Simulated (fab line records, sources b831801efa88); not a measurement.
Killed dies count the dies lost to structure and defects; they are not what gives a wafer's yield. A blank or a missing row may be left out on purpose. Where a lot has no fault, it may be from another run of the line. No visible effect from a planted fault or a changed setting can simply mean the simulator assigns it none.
Struck lot and sound lot, side by side    flow gf180mcu    44 steps out of a route of 602
Sound: these wafers, L731.2, L731.4, L731.5. The struck wafers were L739.2, L739.4, L739.5. At the end, the cause is stated.
At each step with rows: each side's tool, then ch and its chambers, then its first start. Under that, the readings that differ: sound wafers    struck wafers    difference of the means    sigmas: that difference in standard deviations of wafers without a fault.
alike: a reading whose means differ by less than 2 such deviations, as well as words and numbers matching on both sides. not compared: withheld readings; readings where some wafer has no value; bounds like >300 that might hide an equal value; numbers whose values overlap and for which the record gives no deviation.
Wherever a step has rows on one side only, a row that says differs or no value, or a row with sigmas, the two part there. Non-overlapping numbers with no deviation appear without sigmas and do not part them. Lack of a reading on every wafer of one side parts them only where that side has two or more wafers.

first, 5 steps without rows for these wafers: GF_HV_LDD_COAT_02 (resist thk 1000 nm); GF_HV_LDD_SOFTBAKE_03 (time 60 s); GF_HV_LDD_EXPOSE_04 (exposes mask Nplus LV AREA, target cd 400 nm); GF_HV_LDD_PEB_05; GF_HV_LDD_DEVELOP_06 (develop time 60 s).
GF_HV_LDD_CD_MEAS_07: the cd target is 400 nm.
  struck on cd sem-01, day 13 10:13; sound on cd sem-01, day 11 04:26
  alike: cd nm
GF_HV_LDD_OVL_MEAS_08:
  struck on overlay-01, day 13 10:20; sound on overlay-01, day 11 04:32
  alike: HV_LDD_OVL
then, 1 step without rows for these wafers: GF_HV_LDD_IMPLANT_09.
GF_HV_LDD_STRIP_10: strips in O2/N2.
  sound on plasma asher-02 ch 0, day 11 04:43; struck on plasma asher-02 ch 0,1, day 13 10:31
  alike: drypump motor current A, heater power w, oes product au, strip time to endpoint s
  not compared: rf hours counter h
GF_HV_LDD_TW_MEAS_11:
  struck on film metro-02, day 13 10:37; sound on film metro-03, day 11 04:49
  alike: HV_LDD_TW
then, 2 steps without rows for these wafers: GF_HV_LDD_DEHYDRATE_12 (time 60 s); GF_HV_LDD_HMDS_13 (prime time 60 s).
GF_HV_LDD_COAT_14: resist thk 1000 nm.
  struck on litho track-02, day 13 20:26; sound on litho track-02 ch 0, day 11 13:53
  no value came back on the struck wafers for chill plate temp C (C), dispense pressure kPa (kPa); on the sound wafers chill plate temp C (C) reads 22.92 22.94 22.88
then, 4 steps without rows for these wafers: GF_HV_LDD_SOFTBAKE_15 (time 60 s); GF_HV_LDD_EXPOSE_16 (exposes mask Pplus LV AREA, target cd 400 nm); GF_HV_LDD_PEB_17; GF_HV_LDD_DEVELOP_18 (develop time 60 s).
GF_HV_LDD_CD_MEAS_19: the cd target is 400 nm.
  struck on cd sem-01, day 14 07:25; sound on cd sem-02, day 11 23:05
reading     sound              struck  difference                     sigmas
cd nm (nm)  401.4 397.7 399.3  - - -   no value on the struck wafers  
GF_HV_LDD_OVL_MEAS_20:
  struck on overlay-01, day 14 07:32; sound on overlay-02, day 11 23:11
reading             sound           struck  difference                     sigmas
HV_LDD_01_OVL (nm)  -1.3 -2.3 -0.8  - - -   no value on the struck wafers  
then, 1 step without rows for these wafers: GF_HV_LDD_IMPLANT_21.
GF_HV_LDD_STRIP_22: strips in O2/N2.
  sound on plasma asher-02 ch 0,1, day 11 23:22; struck on plasma asher-01 ch 1, day 14 07:43
  no value came back on the struck wafers for oes product au (a.u.), strip time to endpoint s (s); on the sound wafers oes product au (a.u.) reads 0.714 0.717 0.711
  alike: drypump motor current A, heater power w
  not compared: rf hours counter h
GF_HV_LDD_TW_MEAS_23:
  struck on film metro-02, day 14 07:49; sound on film metro-04, day 11 23:28
  alike: HV_LDD_2_TW
then, 7 steps without rows for these wafers: GF_HV_LDD_DEHYDRATE_24 (time 60 s); GF_HV_LDD_HMDS_25 (prime time 60 s); GF_HV_LDD_COAT_26 (resist thk 1000 nm); GF_HV_LDD_SOFTBAKE_27 (time 60 s); GF_HV_LDD_EXPOSE_28 (exposes mask Nplus HV AREA, target cd 400 nm); GF_HV_LDD_PEB_29; GF_HV_LDD_DEVELOP_30 (develop time 60 s).
GF_HV_LDD_CD_MEAS_31: the cd target is 400 nm.
  struck on cd sem-02, day 15 04:04; sound on cd sem-01, day 12 18:40
  alike: cd nm
GF_HV_LDD_OVL_MEAS_32:
  struck on overlay-01, day 15 04:11; sound on overlay-02, day 12 18:47
  alike: HV_LDD_02_OVL
then, 4 steps without rows for these wafers: GF_HV_LDD_IMPLANT_33; GF_HV_LDD_IMPLANT_34; GF_HV_LDD_IMPLANT_35; GF_HV_LDD_IMPLANT_36.
GF_HV_LDD_STRIP_37: strips in O2/N2.
  sound on plasma asher-01 ch 0, day 12 19:25; struck on plasma asher-01 ch 0, day 15 04:49
  alike: drypump motor current A, heater power w, oes product au, strip time to endpoint s
  not compared: rf hours counter h
GF_HV_LDD_TW_MEAS_38:
  struck on film metro-04, day 15 04:55; sound on film metro-03, day 12 19:31
reading      sound           struck          difference  sigmas
HV_LDD_3_TW  1439 1435 1442  1622 1616 1620  +181        +20
then, 5 steps without rows for these wafers: GF_HV_LDD_DEHYDRATE_39 (time 60 s); GF_HV_LDD_HMDS_40 (prime time 60 s); GF_HV_LDD_COAT_41 (resist thk 1000 nm); GF_HV_LDD_SOFTBAKE_42 (time 60 s); GF_HV_LDD_EXPOSE_43 (exposes mask Pplus HV AREA, target cd 400 nm).
GF_HV_LDD_TW_MEAS_50:
  struck on film metro-02, day 16 03:01; sound on film metro-02, day 13 15:46
reading      sound        struck          difference  sigmas
HV_LDD_4_TW  570 572 567  1114 1116 1117  +546        +99 or more
-- here the record skips 16 days between the struck wafers' starts before and after, leaving off in module HV_LDD and picking up in module PASSIVATION (first step shown: number 602 of the route) --
GF_PASSIVATION_PROBE_99:
  only the struck wafers here have rows in the record (prober-02, day 32 06:05); the sound ones have none

WHERE THEY PART
At GF_HV_LDD_COAT_14 first; at GF_PASSIVATION_PROBE_99 last (within this record only).

WHY: the cause the simulator had injected
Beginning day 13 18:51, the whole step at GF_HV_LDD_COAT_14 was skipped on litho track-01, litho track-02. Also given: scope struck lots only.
